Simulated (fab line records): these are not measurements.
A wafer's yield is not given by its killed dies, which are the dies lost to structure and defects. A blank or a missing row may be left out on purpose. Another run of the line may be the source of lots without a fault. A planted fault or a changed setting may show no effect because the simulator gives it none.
The same fault as seen by 2 desks || flow gf180mcu || only its own numbers are on each desk; what lay behind them is given at the end

== AT THE METROLOGY DESK ==
What the gauges read, lot by lot, whatever tool the lot ran on: means of the sampled wafers that have a number. Marked OUT: a lot whose mean sits more than 4 standard deviations from the usual mean, which makes it out of limits; the brackets give that distance.
Columns: A = V3_W_THK at GF_V3_THK_MEAS_25, usual 362 nm
{"lot": "L530", "first seen here": "day 22 14:52", "A": 363}
{"lot": "L531", "first seen here": "day 22 21:04", "A": 358}
{"lot": "L532", "first seen here": "day 23 03:59", "A": 349}
{"lot": "L533", "first seen here": "day 23 14:23", "A": 365}
{"lot": "L538", "first seen here": "day 25 10:14", "A": 363}
{"lot": "L539", "first seen here": "day 25 14:30", "A": 361}
{"lot": "L542", "first seen here": "day 26 15:23", "A": 362}
{"lot": "L544", "first seen here": "day 27 05:38", "A": 365}
{"lot": "L548", "first seen here": "day 28 09:56", "A": 361}
{"lot": "L550", "first seen here": "day 29 01:12", "A": 356}
{"lot": "L551", "first seen here": "day 29 06:37", "A": 360}
{"lot": "L552", "first seen here": "day 29 14:42", "A": 367}
{"lot": "L553", "first seen here": "day 29 16:59", "A": 366}
This desk's verdict: no lot among the 13 shows anything out of limits.

== THE TOOL OWNER'S DESK: plasmaAsher-01 ==
The tool's own readings at GF_DUAL_GATE_STRIP_13 (strips in O2/N2): means of the sampled wafers that have a number, for each lot that ran on this tool. Marked OUT: a lot whose mean sits more than 4 standard deviations from the usual mean, which makes it out of limits; the brackets give that distance.
Columns: A = drypumpMotorCurrentA at GF_DUAL_GATE_STRIP_13, usual 5.9 A; B = heaterPowerW at GF_DUAL_GATE_STRIP_13, usual 350 W; C = n2FlowSccm at GF_DUAL_GATE_STRIP_13, usual 300.0 sccm; D = oesProductAu at GF_DUAL_GATE_STRIP_13, usual 0.717 a.u.; E = stripTimeToEndpointS at GF_DUAL_GATE_STRIP_13, usual 12.64 s
{"lot": "L530", "first seen here": "day 8 09:41", "A": 5.7, "B": 355, "C": 300.0, "D": 0.719, "E": 12.63}
{"lot": "L532", "first seen here": "day 8 21:47", "A": 5.8, "B": 354, "C": 300.6, "D": 0.722, "E": 12.58}
{"lot": "L538", "first seen here": "day 10 16:01", "A": 5.7, "B": 355, "C": 300.6, "D": 0.713, "E": 12.66}
{"lot": "L539", "first seen here": "day 10 21:10", "A": 5.7, "B": 355, "C": 300.4, "D": 0.721, "E": 12.64}
{"lot": "L542", "first seen here": "day 11 19:08", "A": 5.8, "B": 357, "C": 299.2, "D": 0.719, "E": 12.64}
{"lot": "L551", "first seen here": "day 14 08:13", "A": 5.7, "B": 350, "C": 299.4, "D": 0.717, "E": 12.60}
{"lot": "L552", "first seen here": "day 14 15:53", "A": 5.9, "B": 347, "C": 299.5, "D": 0.717, "E": 12.62}
{"lot": "L553", "first seen here": "day 14 22:43", "A": 5.7, "B": 357, "C": 300.4, "D": 0.717, "E": 12.65}
This desk's verdict: no lot among the 8 shows anything out of limits.

== ALL TOGETHER ==
At the metrology desk, nothing out of limits was observed.
The tool owner's desk saw nothing out of limits.

== WHAT HAD BEEN PUT IN BY THE SIMULATOR ==
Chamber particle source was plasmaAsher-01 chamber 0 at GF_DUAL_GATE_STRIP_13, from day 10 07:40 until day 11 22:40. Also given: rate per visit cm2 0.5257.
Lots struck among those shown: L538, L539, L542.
